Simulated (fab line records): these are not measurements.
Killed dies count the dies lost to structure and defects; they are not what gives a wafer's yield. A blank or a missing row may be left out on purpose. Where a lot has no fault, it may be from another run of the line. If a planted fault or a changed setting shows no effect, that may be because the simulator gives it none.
Chamber matching :: flow sky130 :: SKY_VIA2_CMP_02 on cmp-02 has 4 sister chambers
The step polishes SiO2. 16 wafers are shown with their chamber, then 8 later ones without.

EACH WAFER AND ITS CHAMBER
wafer: L670.3
chamber: 3
motor-current-A (A): 13.6
retaining-ring-pressure-frac: 0.996

wafer: L670.4
chamber: 2
motor-current-A (A): 11.6
retaining-ring-pressure-frac: 1.009

wafer: L670.5
chamber: 2
motor-current-A (A): 12.0
retaining-ring-pressure-frac: 1.000

wafer: L669.1
chamber: 3
motor-current-A (A): 14.5
retaining-ring-pressure-frac: 1.004

wafer: L669.4
chamber: 1
motor-current-A (A): 13.7
retaining-ring-pressure-frac: 0.999

wafer: L669.5
chamber: 3
motor-current-A (A): 14.5
retaining-ring-pressure-frac: 1.002

wafer: L671.1
chamber: 2
motor-current-A (A): 12.7
retaining-ring-pressure-frac: 0.997

wafer: L671.4
chamber: 1
motor-current-A (A): 14.1
retaining-ring-pressure-frac: 0.998

wafer: L671.6
chamber: 1
motor-current-A (A): 14.8
retaining-ring-pressure-frac: 1.001

wafer: L681.3
chamber: 1
motor-current-A (A): 14.3
retaining-ring-pressure-frac: 0.994

wafer: L681.5
chamber: 0
motor-current-A (A): 11.8
retaining-ring-pressure-frac: 0.999

wafer: L681.6
chamber: 1
motor-current-A (A): 14.1
retaining-ring-pressure-frac: 0.993

wafer: L684.2
chamber: 2
motor-current-A (A): 11.7
retaining-ring-pressure-frac: 0.999

wafer: L684.5
chamber: 2
motor-current-A (A): 12.0
retaining-ring-pressure-frac: 0.993

wafer: L684.6
chamber: 1
motor-current-A (A): 14.1
retaining-ring-pressure-frac: 1.002

wafer: L685.2
chamber: 0
motor-current-A (A): 12.0
retaining-ring-pressure-frac: 0.996

SIGNATURES (means of the wafers above)
reading: motor-current-A
chamber 0: 11.900
chamber 1: 14.183
chamber 2: 12.000
chamber 3: 14.200
scatter within a chamber: 0.403

reading: retaining-ring-pressure-frac
chamber 0: 0.99750
chamber 1: 0.99783
chamber 2: 0.99960
chamber 3: 1.00067
scatter within a chamber: 0.00452
Rule: for each reading, subtract the chamber's mean from the wafer's reading, divide by that reading's scatter and square the result; add these up over the readings and take the root, which gives the wafer's distance from the chamber. The wafer belongs to the nearest chamber; if the next one is less than 2 further off, it can't be placed. The scatter: take each reading less its chamber's mean, square it, sum over the shown wafers, divide by the number of wafers less the number of chambers, and take the root.

WAFERS WHOSE CHAMBER IS MISSING
wafer: L685.3
motor-current-A (A): 12.4
retaining-ring-pressure-frac: 0.999

wafer: L685.4
motor-current-A (A): 14.8
retaining-ring-pressure-frac: 0.992

wafer: L688.1
motor-current-A (A): 13.3
retaining-ring-pressure-frac: 1.004

wafer: L688.3
motor-current-A (A): 14.3
retaining-ring-pressure-frac: 1.007

wafer: L688.6
motor-current-A (A): 12.5
retaining-ring-pressure-frac: 0.999

wafer: L691.2
motor-current-A (A): 12.0
retaining-ring-pressure-frac: 1.003

wafer: L691.3
motor-current-A (A): 13.9
retaining-ring-pressure-frac: 0.995

wafer: L691.5
motor-current-A (A): 12.3
retaining-ring-pressure-frac: 0.996

THE CHAMBER EACH PASSED THROUGH
wafer: L685.3
from the rows above: can't be placed: 2 or 0
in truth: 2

wafer: L685.4
from the rows above: can't be placed: 1 or 3
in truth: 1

wafer: L688.1
from the rows above: can't be placed: 3 or 1 or 2 or 0
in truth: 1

wafer: L688.3
from the rows above: can't be placed: 3 or 1
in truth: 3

wafer: L688.6
from the rows above: can't be placed: 2 or 0
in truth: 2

wafer: L691.2
from the rows above: can't be placed: 2 or 0
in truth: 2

wafer: L691.3
from the rows above: can't be placed: 1 or 3
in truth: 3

wafer: L691.5
from the rows above: can't be placed: 0 or 2
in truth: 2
Correct placement for 0 of the 8. Cannot be placed on the basis of these rows: 8; the candidates contain the true chamber in 8. 0 placed wrongly.
